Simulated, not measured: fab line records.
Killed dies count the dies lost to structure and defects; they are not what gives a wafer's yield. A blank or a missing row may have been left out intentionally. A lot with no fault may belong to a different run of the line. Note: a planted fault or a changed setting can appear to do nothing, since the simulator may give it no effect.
fab line records + flow sfq_line
record:
- lots: 7
- wafers: 19
- last_day: 82
route steps=325 shown L0V@21 M0@28
lots with no fault: from the same line, run without faults
start_h: hours from the record's first day to the start of the lot's first wafer shown + wait_h: hours from the lot's prior step to this one + " as in the row above + L1.1+2: one row covering several wafers at once + - no value, or no start given + * or withheld: withheld + < > ~ a bound
route shown NAME@n: names a module that has steps shown in the file, with the first one's number in the route + usual: average and standard deviation across the fault-free wafers + same: alike in all rows + chamber/n: place in a boat + sites: per-site readings + _std_site: standard deviation across them + _edge_site: outer sites' mean less inner sites' + radius_mm: how far each site lies from the wafer's centre + mask NAME#n: copy n + behind: the last tool/chamber to shape the wafer + hold: why the lot was held/for how many hours/how that ended + device: which transistor (n, p or np) failed to switch + end of line: tests of these same wafers at the route's end + where a step has no rows: the recipe by itself + killed: not the wafer's yield, but the dies lost to structure and defects at the first sort + map: per-die view of a wafer (x killed, . not killed, _ where there is no die)
set.NAME: setting as actually run; set.NAME@STEP: the setting as run at that earlier step + model.NAME: the simulator's own value behind a step, which no gauge read
lots at some steps of the route; a table a step, a row a wafer
services: when a tool's chamber went out of use (start_h, in hours from the record's first day, below 0 if earlier), for how many hours, and the reason
== steps ==
step: SFQ_TRILAYER_L0_VIA_LITHO_PEB_016
recipe:
- peb_temp_c: 115
- peb_time_s: 60
- resist: KrF
step: SFQ_TRILAYER_L0_VIA_LITHO_DEVELOP_015
recipe:
- time_s: 60
- resist: KrF
step: SFQ_L0V_OVL_MEAS_903
usual:
- L0V_OVL: 1/6.3
| lot.wafer | tool       | chamber | start_h | wait_h | L0V_OVL[nm] |
|-----------|------------|---------|---------|--------|-------------|
| L853.1    | overlay-02 | -       | 177.43  | 0.1    | -7          |
| L853.2    | "          | -       | "       | "      | -7          |
| L853.4    | "          | -       | "       | "      | -13         |
| L857.2    | overlay-02 | -       | 213.33  | 0.1    | 3           |
| L857.3    | "          | -       | "       | "      | 3           |
| L857.6    | "          | -       | "       | "      | 5           |
| L860.3    | overlay-01 | -       | 231.34  | 0.1    | 7           |
| L860.6    | "          | -       | "       | "      | 0           |
| L864.1    | overlay-01 | -       | 263.94  | 0.1    | 8           |
| L864.2    | "          | -       | "       | "      | 7           |
| L864.5    | "          | -       | "       | "      | 2           |
| L865.5    | overlay-02 | -       | 267.57  | 0.0    | 6           |
| L865.6    | "          | -       | "       | "      | 11          |
| L869.2    | overlay-02 | -       | 297.49  | 0.1    | 8           |
| L869.3    | "          | -       | "       | "      | 0           |
| L869.5    | "          | -       | "       | "      | 0           |
| L870.2    | overlay-02 | -       | 304.69  | 0.1    | 4           |
| L870.4    | "          | -       | "       | "      | 3           |
| L870.6    | "          | -       | "       | "      | 1           |
step: SFQ_TRILAYER_L0_VIA_BARC_OPEN_VIA_ETCH_021
recipe:
- mask_material: PR
- chemistry: O2
- target_depth_nm: 125
- target: BARC
- source_w: 500
- bias_w: 80
- pressure_mtorr: 30
- time_s: 41.7
usual:
- bias_w: 80.03/0.26
- drypump_motor_current_A: 5.8/0.35
- oes_product_au: 0.685/0.0047
| lot.wafer | tool        | chamber | start_h | wait_h | bias_w | drypump_motor_current_A | oes_product_au | rf_hours_counter_h |
|-----------|-------------|---------|---------|--------|--------|-------------------------|----------------|--------------------|
| L853.1    | rie_diel-03 | 0       | 177.46  | 0.0    | 79.81  | 5.3                     | 0.685          | 132                |
| L853.2    | "           | 1       | "       | "      | 79.62  | 6.8                     | 0.683          | 98                 |
| L853.4    | "           | 3       | "       | "      | 80.36  | 5.2                     | 0.690          | 85                 |
| L857.2    | rie_diel-01 | 1       | 213.36  | 0.0    | 80.45  | 5.4                     | 0.692          | 54                 |
| L857.3    | "           | 0       | "       | "      | 79.77  | 6.0                     | 0.692          | 132                |
| L857.6    | "           | 0       | "       | "      | 79.87  | 6.0                     | 0.683          | -                  |
| L860.3    | rie_diel-04 | 3       | 231.36  | 0.0    | 80.01  | 5.6                     | 0.685          | 104                |
| L860.6    | "           | 2       | "       | "      | 79.87  | 6.0                     | 0.685          | -                  |
| L864.1    | rie_diel-04 | 2       | 263.98  | 0.0    | 80.10  | 6.1                     | 0.691          | 30                 |
| L864.2    | "           | 3       | "       | "      | 79.91  | 5.6                     | 0.686          | 105                |
| L864.5    | "           | 2       | "       | "      | 80.20  | 6.1                     | 0.689          | -                  |
| L865.5    | rie_diel-04 | 0       | 267.60  | 0.0    | 79.85  | 5.1                     | 0.686          | -                  |
| L865.6    | "           | 3       | "       | "      | 79.71  | 5.6                     | 0.686          | -                  |
| L869.2    | rie_diel-03 | 2       | 297.52  | 0.0    | 79.89  | 5.7                     | 0.682          | 2                  |
| L869.3    | "           | 1       | "       | "      | 79.79  | 6.7                     | 0.678          | 100                |
| L869.5    | "           | 1       | "       | "      | 79.97  | 6.7                     | 0.686          | -                  |
| L870.2    | rie_diel-04 | 0       | 304.72  | 0.0    | 80.26  | 5.1                     | 0.687          | 45                 |
| L870.4    | "           | 1       | "       | "      | 79.99  | 6.0                     | 0.685          | 6                  |
| L870.6    | "           | 2       | "       | "      | 80.11  | 6.0                     | 0.688          | -                  |
step: SFQ_TRILAYER_L0_VIA_ETCH_VIA_ETCH_016
recipe:
- target: SiO2
- stop_on: MoNx_KI
- mask_material: PR
- chemistry: CHF3
- target_depth_nm: 80
- source_w: 500
- bias_w: 80
- pressure_mtorr: 30
- time_s: withheld
usual:
- bias_w: 79.97/0.26
- drypump_motor_current_A: 5.8/0.35
- oes_product_au: 0.841/0.0078
| lot.wafer | tool        | chamber | start_h | wait_h | bias_w | drypump_motor_current_A | oes_product_au |
|-----------|-------------|---------|---------|--------|--------|-------------------------|----------------|
| L853.1    | rie_diel-03 | 0       | 177.50  | 0.0    | 80.42  | 5.3                     | 0.837          |
| L853.2    | "           | 1       | "       | "      | 79.96  | 6.7                     | 0.839          |
| L853.4    | "           | 3       | "       | "      | 79.60  | 5.3                     | 0.852          |
| L857.2    | rie_diel-01 | 1       | 213.40  | 0.0    | 80.07  | 5.4                     | 0.826          |
| L857.3    | "           | 0       | "       | "      | 80.34  | 6.0                     | 0.829          |
| L857.6    | "           | 0       | "       | "      | 80.17  | 6.0                     | 0.839          |
| L860.3    | rie_diel-04 | 3       | 231.40  | 0.0    | 79.48  | 5.6                     | 0.836          |
| L860.6    | "           | 2       | "       | "      | 79.65  | 6.0                     | 0.848          |
| L864.1    | rie_diel-04 | 2       | 264.02  | 0.0    | 79.61  | 6.1                     | 0.845          |
| L864.2    | "           | 3       | "       | "      | 80.27  | 5.6                     | 0.845          |
| L864.5    | "           | 2       | "       | "      | 80.11  | 6.1                     | 0.853          |
| L865.5    | rie_diel-04 | 0       | 267.64  | 0.0    | 79.79  | 5.2                     | 0.832          |
| L865.6    | "           | 3       | "       | "      | 79.53  | 5.6                     | 0.851          |
| L869.2    | rie_diel-03 | 2       | 297.56  | 0.0    | 79.85  | 5.7                     | 0.831          |
| L869.3    | "           | 1       | "       | "      | 80.15  | 6.8                     | 0.838          |
| L869.5    | "           | 1       | "       | "      | 80.30  | 6.7                     | 0.859          |
| L870.2    | rie_diel-04 | 0       | 304.76  | 0.0    | 79.98  | 5.1                     | 0.835          |
| L870.4    | "           | 1       | "       | "      | 79.94  | 6.0                     | 0.854          |
| L870.6    | "           | 2       | "       | "      | 80.31  | 6.0                     | 0.847          |
step: SFQ_TRILAYER_L0_VIA_STRIP_STRIP_017
recipe:
- gas: O2
- power_w: 200
- platen_temp_c: 40
- overash_fraction: 0.65
- chemistry: O2
- pressure_mtorr: 50
step: SFQ_TRILAYER_L0_VIA_STRIP_SOLV_CLEAN_018
recipe:
- chemistry: NMP
- temp_c: 70
- time_s: 600
step: SFQ_TRILAYER_M0_DEP_PRE_CLEAN_020
recipe:
- gas: Ar
- time_s: 15
- bias_v: 250
step: SFQ_TRILAYER_M0_DEP_SPUTTER_019
recipe:
- material: Nb
- base_pressure_pa: 1.33e-06
- chamber_pressure_pa: 0.1333
- substrate_temp_c: 20
- resputter_cathode_voltage_v: 400
- target_thk_nm: 200
- power_w: 2000
- time_s: 133.3
usual:
- throttle_valve_pct: 30.0/1.3
| lot.wafer | tool           | chamber | start_h | wait_h | throttle_valve_pct |
|-----------|----------------|---------|---------|--------|--------------------|
| L853.1    | pvd_sputter-05 | -       | 178.35  | 0.0    | 30.9               |
| L853.2    | "              | -       | "       | "      | 30.5               |
| L853.4    | "              | -       | "       | "      | 32.1               |
| L857.2    | pvd_sputter-05 | -       | 214.25  | 0.0    | 30.5               |
| L857.3    | "              | -       | "       | "      | 28.1               |
| L857.6    | "              | -       | "       | "      | 32.1               |
| L860.3    | pvd_sputter-03 | -       | 232.25  | 0.0    | 28.8               |
| L860.6    | "              | -       | "       | "      | 28.9               |
| L864.1    | pvd_sputter-03 | -       | 264.86  | 0.0    | 28.6               |
| L864.2    | "              | -       | "       | "      | 30.0               |
| L864.5    | "              | -       | "       | "      | 31.7               |
| L865.5    | pvd_sputter-05 | -       | 268.51  | 0.0    | 28.6               |
| L865.6    | "              | -       | "       | "      | 30.9               |
| L869.2    | pvd_sputter-03 | -       | 299.01  | 0.0    | 29.9               |
| L869.3    | "              | -       | "       | "      | 31.7               |
| L869.5    | "              | -       | "       | "      | 30.1               |
| L870.2    | pvd_sputter-03 | -       | 305.61  | 0.0    | 29.9               |
| L870.4    | "              | -       | "       | "      | 28.7               |
| L870.6    | "              | -       | "       | "      | 29.9               |
step: SFQ_M0_RS_MEAS_904
recipe:
- thk_meas_gauge: four-point-probe
- reads: Nb_of_TRILAYER_M0_DEP_SPUTTER_019
usual:
- M0_NB_RS: 0.891/0.012
| lot.wafer | tool          | chamber | start_h | wait_h | M0_NB_RS[ohm/sq] |
|-----------|---------------|---------|---------|--------|------------------|
| L853.1    | film_metro-01 | -       | 178.44  | 0.0    | 0.863            |
| L853.2    | "             | -       | "       | "      | 0.869            |
| L853.4    | "             | -       | "       | "      | 0.869            |
| L857.2    | film_metro-02 | -       | 214.37  | 0.1    | 0.907            |
| L857.3    | "             | -       | "       | "      | 0.916            |
| L857.6    | "             | -       | "       | "      | 0.897            |
| L860.3    | film_metro-02 | -       | 232.38  | 0.1    | 0.904            |
| L860.6    | "             | -       | "       | "      | 0.897            |
| L864.1    | film_metro-02 | -       | 264.95  | 0.0    | 0.874            |
| L864.2    | "             | -       | "       | "      | 0.869            |
| L864.5    | "             | -       | "       | "      | 0.893            |
| L865.5    | film_metro-03 | -       | 268.63  | 0.1    | 0.902            |
| L865.6    | "             | -       | "       | "      | 0.881            |
| L869.2    | film_metro-01 | -       | 299.12  | 0.1    | 0.886            |
| L869.3    | "             | -       | "       | "      | 0.901            |
| L869.5    | "             | -       | "       | "      | 0.889            |
| L870.2    | film_metro-03 | -       | 305.72  | 0.1    | 0.897            |
| L870.4    | "             | -       | "       | "      | 0.902            |
| L870.6    | "             | -       | "       | "      | 0.899            |
step: SFQ_TRILAYER_M0_LITHO_COAT_026
recipe:
- resist: BARC
- spin_rpm: 3000
- resist_thk_nm: 62
step: SFQ_TRILAYER_M0_LITHO_COAT_021
recipe:
- resist: KrF
- spin_rpm: 3000
- resist_thk_nm: 600
| lot.wafer | tool           | chamber | start_h | wait_h | model.KrF_of_TRILAYER_M0_LITHO_COAT_021.thk_nm |
|-----------|----------------|---------|---------|--------|------------------------------------------------|
| L853.1    | litho_track-03 | 0       | 178.92  | 0.2    | 599.8                                          |
| L853.2    | "              | 0       | "       | "      | 602.3                                          |
| L853.4    | "              | 0       | "       | "      | 603                                            |
| L857.2+3  | litho_track-01 | 0       | 214.88  | 0.2    | 595.9                                          |
| L857.6    | "              | 0       | "       | "      | 596.9                                          |
| L860.3    | litho_track-01 | 0       | 232.92  | 0.2    | 596.9                                          |
| L860.6    | "              | 0       | "       | "      | 546.3                                          |
| L864.1    | litho_track-01 | 0       | 265.43  | 0.2    | 600                                            |
| L864.2    | "              | 0       | "       | "      | 549.4                                          |
| L864.5    | "              | 0       | "       | "      | 602.7                                          |
| L865.5    | litho_track-01 | 0       | 269.23  | 0.2    | 602.1                                          |
| L865.6    | "              | 0       | "       | "      | 551.4                                          |
| L869.2    | litho_track-03 | 0       | 299.63  | 0.2    | 600.7                                          |
| L869.3    | "              | 0       | "       | "      | 602.1                                          |
| L869.5    | "              | 0       | "       | "      | 601.5                                          |
| L870.2    | litho_track-03 | 0       | 306.23  | 0.2    | 598.4                                          |
| L870.4    | "              | 0       | "       | "      | 598.5                                          |
| L870.6    | "              | 0       | "       | "      | 600                                            |
step: SFQ_TRILAYER_M0_LITHO_SOFTBAKE_025
recipe:
- temp_c: withheld
- time_s: withheld
- resist: KrF
step: SFQ_TRILAYER_M0_LITHO_EXPOSE_022
recipe:
- mask_id: M0
- na: 0.6
- source_shape: conventional
- sigma_outer: 0.65
- target_cd_nm: 500
- dose_mj: 14.4
step: SFQ_TRILAYER_M0_LITHO_PEB_024
recipe:
- peb_temp_c: 115
- peb_time_s: 60
- resist: KrF
step: SFQ_TRILAYER_M0_LITHO_DEVELOP_023
recipe:
- time_s: 60
- resist: KrF
step: SFQ_M0_OVL_MEAS_906
usual:
- M0_OVL: -6/6.9
| lot.wafer | tool       | chamber | start_h | wait_h | M0_OVL[nm] |
|-----------|------------|---------|---------|--------|------------|
| L853.1    | overlay-02 | -       | 280.87  | 0.1    | -8         |
| L853.2    | "          | -       | "       | "      | -7         |
| L853.4    | "          | -       | "       | "      | -4         |
| L857.2    | overlay-02 | -       | 309.00  | 0.1    | -4         |
| L857.3    | "          | -       | "       | "      | -7         |
| L857.6    | "          | -       | "       | "      | -2         |
| L860.3    | overlay-01 | -       | 332.06  | 0.1    | -15        |
| L860.6    | "          | -       | "       | "      | -17        |
| L864.1    | overlay-01 | -       | 381.37  | 0.1    | -10        |
| L864.2    | "          | -       | "       | "      | -9         |
| L864.5    | "          | -       | "       | "      | -1         |
| L865.5    | overlay-02 | -       | 387.39  | 0.0    | 7          |
| L865.6    | "          | -       | "       | "      | 2          |
| L869.2    | overlay-02 | -       | 433.21  | 0.1    | -1         |
| L869.3    | "          | -       | "       | "      | -7         |
| L869.5    | "          | -       | "       | "      | -4         |
| L870.2    | overlay-02 | -       | 439.21  | 0.1    | -14        |
| L870.4    | "          | -       | "       | "      | -9         |
| L870.6    | "          | -       | "       | "      | -11        |
step: SFQ_TRILAYER_M0_BARC_OPEN_METAL_ETCH_031
recipe:
- mask_material: PR
- chemistry: O2
- target_depth_nm: 125
- target: BARC
- icp_w: 600
- bias_w: 80
- pressure_mtorr: 10
- time_s: 41.7
usual:
- bias_w: 80.01/0.28
- drypump_motor_current_A: 5.55/0.28
- oes_product_au: 0.685/0.0044
| lot.wafer | tool         | chamber | start_h | wait_h | bias_w | drypump_motor_current_A | oes_product_au | rf_hours_counter_h |
|-----------|--------------|---------|---------|--------|--------|-------------------------|----------------|--------------------|
| L853.1    | rie_metal-02 | 0       | 280.90  | 0.0    | 80.17  | 5.63                    | 0.678          | 18                 |
| L853.2    | "            | 1       | "       | "      | 80.22  | 5.87                    | 0.689          | 33                 |
| L853.4    | "            | 1       | "       | "      | 79.80  | 5.87                    | 0.693          | -                  |
| L857.2    | rie_metal-04 | 1       | 309.03  | 0.0    | 79.70  | 5.20                    | 0.679          | 32                 |
| L857.3    | "            | 0       | "       | "      | 80.17  | 5.51                    | 0.689          | -                  |
| L857.6    | "            | 0       | "       | "      | 79.93  | 5.51                    | 0.683          | -                  |
| L860.3    | rie_metal-01 | 0       | 332.10  | 0.0    | 80.23  | 5.33                    | 0.685          | -                  |
| L860.6    | "            | 1       | "       | "      | 80.10  | 6.09                    | 0.689          | -                  |
| L864.1    | rie_metal-01 | 0       | 381.41  | 0.0    | 80.02  | 5.32                    | 0.687          | 111                |
| L864.2    | "            | 1       | "       | "      | 79.96  | 6.06                    | 0.687          | 7                  |
| L864.5    | "            | 0       | "       | "      | 80.10  | 5.33                    | 0.683          | -                  |
| L865.5    | rie_metal-01 | 0       | 387.45  | 0.0    | 80.66  | 5.33                    | 0.687          | -                  |
| L865.6    | "            | 1       | "       | "      | 80.06  | 6.08                    | 0.684          | -                  |
| L869.2    | rie_metal-04 | 0       | 433.24  | 0.0    | 79.76  | 5.51                    | 0.686          | 37                 |
| L869.3    | "            | 0       | "       | "      | 80.09  | 5.51                    | 0.681          | -                  |
| L869.5    | "            | 1       | "       | "      | 80.09  | 5.20                    | 0.689          | -                  |
| L870.2    | rie_metal-02 | 0       | 439.24  | 0.0    | 80.22  | 5.64                    | 0.690          | 39                 |
| L870.4    | "            | 0       | "       | "      | 80.10  | 5.62                    | 0.683          | -                  |
| L870.6    | "            | 0       | "       | "      | 79.74  | 5.64                    | 0.691          | -                  |
step: SFQ_TRILAYER_M0_ETCH_METAL_ETCH_024
recipe:
- target: Nb
- stop_on: SiO2
- mask_material: PR
- chemistry: Cl2/Ar
- target_depth_nm: 240
- icp_w: 600
- bias_w: 80
- pressure_mtorr: 10
- time_s: 120
usual:
- bias_w: 80.02/0.23
- drypump_motor_current_A: 5.55/0.28
- oes_product_au: 0.894/0.0087
| lot.wafer | tool         | chamber | start_h | wait_h | bias_w | drypump_motor_current_A | oes_product_au | rf_hours_counter_h | model.KrF_of_TRILAYER_M0_LITHO_COAT_021.thk_nm |
|-----------|--------------|---------|---------|--------|--------|-------------------------|----------------|--------------------|------------------------------------------------|
| L853.1    | rie_metal-02 | 0       | 280.96  | 0.0    | 79.89  | 5.64                    | 0.925          | 18                 | 383.7                                          |
| L853.2    | "            | 1       | "       | "      | 80.25  | 5.90                    | 0.908          | 33                 | 389.5                                          |
| L853.4    | "            | 1       | "       | "      | 80.10  | 5.90                    | 0.904          | -                  | 389.6                                          |
| L857.2    | rie_metal-04 | 1       | 309.09  | 0.0    | 80.04  | 5.17                    | 0.886          | 32                 | 372.3                                          |
| L857.3    | "            | 0       | "       | "      | 79.95  | 5.51                    | 0.884          | -                  | 372.4                                          |
| L857.6    | "            | 0       | "       | "      | 79.91  | 5.54                    | 0.885          | -                  | 374.6                                          |
| L860.3    | rie_metal-01 | 0       | 332.18  | 0.1    | 80.05  | 5.32                    | 0.889          | -                  | 382.5                                          |
| L860.6    | "            | 1       | "       | "      | 79.75  | 6.06                    | 0.896          | -                  | 326.2                                          |
| L864.1    | rie_metal-01 | 0       | 381.47  | 0.0    | 80.41  | 5.36                    | 0.909          | 111                | 387.5                                          |
| L864.2    | "            | 1       | "       | "      | 80.26  | 6.06                    | 0.904          | 7                  | 330.5                                          |
| L864.5    | "            | 0       | "       | "      | 80.52  | 5.35                    | 0.900          | -                  | 389.7                                          |
| L865.5    | rie_metal-01 | 0       | 387.55  | 0.1    | 80.21  | 5.35                    | 0.899          | -                  | 389.1                                          |
| L865.6    | "            | 1       | "       | "      | 79.87  | 6.08                    | 0.902          | -                  | 333.7                                          |
| L869.2    | rie_metal-04 | 0       | 433.30  | 0.0    | 79.87  | 5.48                    | 0.887          | 37                 | 379                                            |
| L869.3    | "            | 0       | "       | "      | 80.09  | 5.52                    | 0.881          | -                  | 380.9                                          |
| L869.5    | "            | 1       | "       | "      | 80.23  | 5.18                    | 0.904          | -                  | 376.9                                          |
| L870.2    | rie_metal-02 | 0       | 439.30  | 0.0    | 79.68  | 5.64                    | 0.886          | 39                 | 381.9                                          |
| L870.4    | "            | 0       | "       | "      | 79.67  | 5.63                    | 0.888          | -                  | 382.3                                          |
| L870.6    | "            | 0       | "       | "      | 79.72  | 5.65                    | 0.892          | -                  | 383.3                                          |
step: SFQ_TRILAYER_M0_STRIP_STRIP_025
recipe:
- gas: O2
- power_w: 200
- platen_temp_c: 40
- overash_fraction: 0.65
- chemistry: O2
- pressure_mtorr: 50
usual:
- drypump_motor_current_A: 5.55/0.28
- oes_product_au: 0.998/0.015
| lot.wafer | tool         | chamber | start_h | wait_h | drypump_motor_current_A | oes_product_au | rf_hours_counter_h |
|-----------|--------------|---------|---------|--------|-------------------------|----------------|--------------------|
| L853.1    | rie_metal-02 | 0       | 281.09  | 0.1    | 5.64                    | 0.997          | 18                 |
| L853.2    | "            | 1       | "       | "      | 5.89                    | 0.981          | 33                 |
| L853.4    | "            | 1       | "       | "      | 5.88                    | 0.988          | -                  |
| L857.2    | rie_metal-04 | 1       | 309.22  | 0.1    | 5.17                    | 1.008          | 33                 |
| L857.3    | "            | 0       | "       | "      | 5.50                    | 1.020          | -                  |
| L857.6    | "            | 0       | "       | "      | 5.51                    | 1.021          | -                  |
| L860.3    | rie_metal-01 | 0       | 332.47  | 0.2    | 5.34                    | 0.984          | -                  |
| L860.6    | "            | 1       | "       | "      | 6.09                    | 1.014          | -                  |
| L864.1    | rie_metal-01 | 0       | 381.59  | 0.1    | 5.35                    | 0.985          | 111                |
| L864.2    | "            | 1       | "       | "      | 6.09                    | 0.992          | 7                  |
| L864.5    | "            | 0       | "       | "      | 5.34                    | 0.987          | -                  |
| L865.5    | rie_metal-01 | 0       | 387.99  | 0.4    | 5.34                    | 0.976          | -                  |
| L865.6    | "            | 1       | "       | "      | 6.10                    | 0.997          | -                  |
| L869.2    | rie_metal-04 | 0       | 433.43  | 0.1    | 5.52                    | 1.009          | 37                 |
| L869.3    | "            | 0       | "       | "      | 5.51                    | 1.008          | -                  |
| L869.5    | "            | 1       | "       | "      | 5.19                    | 1.016          | -                  |
| L870.2    | rie_metal-02 | 0       | 439.43  | 0.1    | 5.63                    | 0.992          | 39                 |
| L870.4    | "            | 0       | "       | "      | 5.64                    | 0.988          | -                  |
| L870.6    | "            | 0       | "       | "      | 5.64                    | 1.000          | -                  |
== services ==
| tool           | chamber | start_h | hours | kind   |
|----------------|---------|---------|-------|--------|
| rie_diel-04    | 0       | 161.52  | 20.5  | repair |
| pvd_sputter-05 | -       | 171.34  | 1.0   | repair |
| rie_diel-01    | 0       | 203.65  | 8.6   | repair |
| rie_diel-01    | 2       | 206.35  | 21.2  | repair |
| rie_diel-04    | 1       | 210.80  | 6.2   | repair |
| rie_diel-04    | 0       | 213.55  | 3.0   | repair |
| rie_metal-02   | 1       | 214.58  | 39.9  | repair |
| rie_diel-04    | 0       | 245.86  | 4.0   | repair |
| rie_diel-03    | 0       | 246.31  | 6.7   | repair |
| rie_diel-04    | 0       | 277.95  | 7.9   | repair |
| rie_diel-04    | 2       | 279.06  | 1.4   | repair |
| rie_metal-01   | 0       | 279.19  | 10.5  | repair |
| rie_metal-04   | 0       | 296.73  | 3.4   | repair |
| rie_diel-03    | 2       | 307.62  | 3.7   | repair |
| pvd_sputter-03 | -       | 310.75  | 8.5   | repair |
| rie_diel-04    | 0       | 318.25  | 11.6  | repair |
| rie_diel-04    | -       | 322.06  | 2.3   | repair |
| rie_metal-01   | -       | 341.61  | 12.1  | repair |
| rie_metal-01   | 1       | 346.13  | 21.6  | repair |
| pvd_sputter-05 | -       | 354.23  | 3.8   | repair |
| rie_metal-02   | -       | 367.07  | 14.6  | pm     |
| rie_diel-04    | 1       | 391.77  | 4.7   | repair |
| pvd_sputter-05 | -       | 395.27  | 5.8   | repair |
| pvd_sputter-05 | -       | 437.15  | 4.4   | repair |
== key ==
first_sign none at tools or gauges
model_effect:
- step: SFQ_TRILAYER_M0_LITHO_COAT_021
- value: KrF_of_TRILAYER_M0_LITHO_COAT_021.thk_nm
- without: 600.3
- struck: 549
model_effect:
- step: SFQ_TRILAYER_M0_ETCH_METAL_ETCH_024
- value: KrF_of_TRILAYER_M0_LITHO_COAT_021.thk_nm
- without: 381.4
- struck: 330.1
met_at SFQ_TRILAYER_M0_LITHO_COAT_021
struck_wafers L860.6,L864.2,L865.6
onset_between 214.88 232.92
fault:
- kind: process_parameter_drift
- tool: litho_track-01
- chamber: -
- onset_h: 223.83
- steps: SFQ_TRILAYER_M0_LITHO_COAT_021
- channel: resist_thk_nm
- offset: -51.202
- shape: step
- end_h: 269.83
- scope: struck_wafers_only
- acts_in: these_recipes_only
- stated: 600
